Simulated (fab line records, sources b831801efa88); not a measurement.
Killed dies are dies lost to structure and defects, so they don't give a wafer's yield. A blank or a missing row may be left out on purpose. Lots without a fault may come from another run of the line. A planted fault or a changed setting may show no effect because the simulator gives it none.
A struck lot beside a sound one | flow sky130 | 15 steps out of a route of 708
Sound: wafers L426.3, L426.4, L426.5. Struck: wafers L416.1, L416.2, L416.3. The cause comes at the end.
At each step with rows: each side's tool, then ch and its chambers, then its first start. Under that, the readings that differ: sound wafers | struck wafers | difference of the means | sigmas: that difference in standard deviations of wafers without a fault.
alike: readings whose means differ by less than 2 such deviations, and words and numbers that are the same on both sides. not compared: withheld readings, readings that some wafer has no value for, bounds like >300 that may hide the same value, and numbers for which the record gives no deviation and whose values overlap.
The two part at a step that has a row with sigmas, a row that says differs or no value, or rows on one side only. Numbers that don't overlap but have no deviation are shown without sigmas and don't part them. A reading that every wafer of one side lacks parts them only if that side has two wafers or more.

first, 5 steps without rows for these wafers: SKY_VT_ADJUST_PCH_COAT_02 (resist thk 3000 nm); SKY_VT_ADJUST_PCH_SOFTBAKE_03; SKY_VT_ADJUST_PCH_EXPOSE_04 (exposes mask NWM, target cd 840 nm); SKY_VT_ADJUST_PCH_PEB_05; SKY_VT_ADJUST_PCH_DEVELOP_06 (develop time 60 s).
SKY_VT_ADJUST_PCH_OVL_MEAS_07:
  sound on overlay-01, day 15 01:32; struck on overlay-01, day 11 17:15
  alike: VT_ADJUST_PCH_OVL
then, 1 step without rows for these wafers: SKY_VT_ADJUST_PCH_IMPLANT_08.
SKY_VT_ADJUST_PCH_STRIP_09: strips in O2/N2.
  sound on plasma_asher-04 ch 0,1, day 15 01:45; struck on plasma_asher-04 ch 0,1, day 11 17:26
  alike: drypump_motor_current_A, oes_product_au, strip_time_to_endpoint_s
  not compared: rf_hours_counter_h
SKY_VT_ADJUST_PCH_TW_MEAS_10:
  sound on film_metro-04, day 15 01:50; struck on film_metro-02, day 11 17:32
  alike: VT_ADJUST_PCH_TW
then, 3 steps without rows for these wafers: SKY_SONOS_TUNNEL_DEHYDRATE_00 (time 60 s); SKY_SONOS_TUNNEL_HMDS_01 (prime time 60 s); SKY_SONOS_TUNNEL_COAT_02 (resist thk 1124 nm).
SKY_SONOS_TUNNEL_SOFTBAKE_03: time 60 s.
  sound on litho_track-02 ch 0, day 15 14:53; struck on litho_track-03 ch 0, day 12 04:50
  reading                  | sound             | struck            | difference | sigmas
  heater_power_total_W (W) | 56.61 56.55 56.62 | 55.95 55.94 55.92 | -0.66      | -14
  plate_temp_C (C)         | 89.75 89.74 89.88 | 88.98 89.23 88.95 | -0.74      | -6
  alike: resist_line_temp_C
then, 1 step without rows for these wafers: SKY_SONOS_TUNNEL_EXPOSE_04 (exposes mask TUNM, target cd 410 nm).
-- the record jumps here: 35 days lie between the struck wafers' starts before and after (it left off in module SONOS_TUNNEL and takes up again in module PAD_OPEN, whose first step shown is number 708 of the route) --
SKY_PAD_OPEN_PROBE_99:
  the record has rows for the struck wafers here (prober-01, day 46 21:22) and none for the sound ones

WHERE THEY PART
First at SKY_SONOS_TUNNEL_SOFTBAKE_03; last, within this record, at SKY_PAD_OPEN_PROBE_99.

WHY: what the simulator had put in
Process parameter drift: litho_track-03, from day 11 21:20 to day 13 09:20, at SKY_SONOS_TUNNEL_SOFTBAKE_03. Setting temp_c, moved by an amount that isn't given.
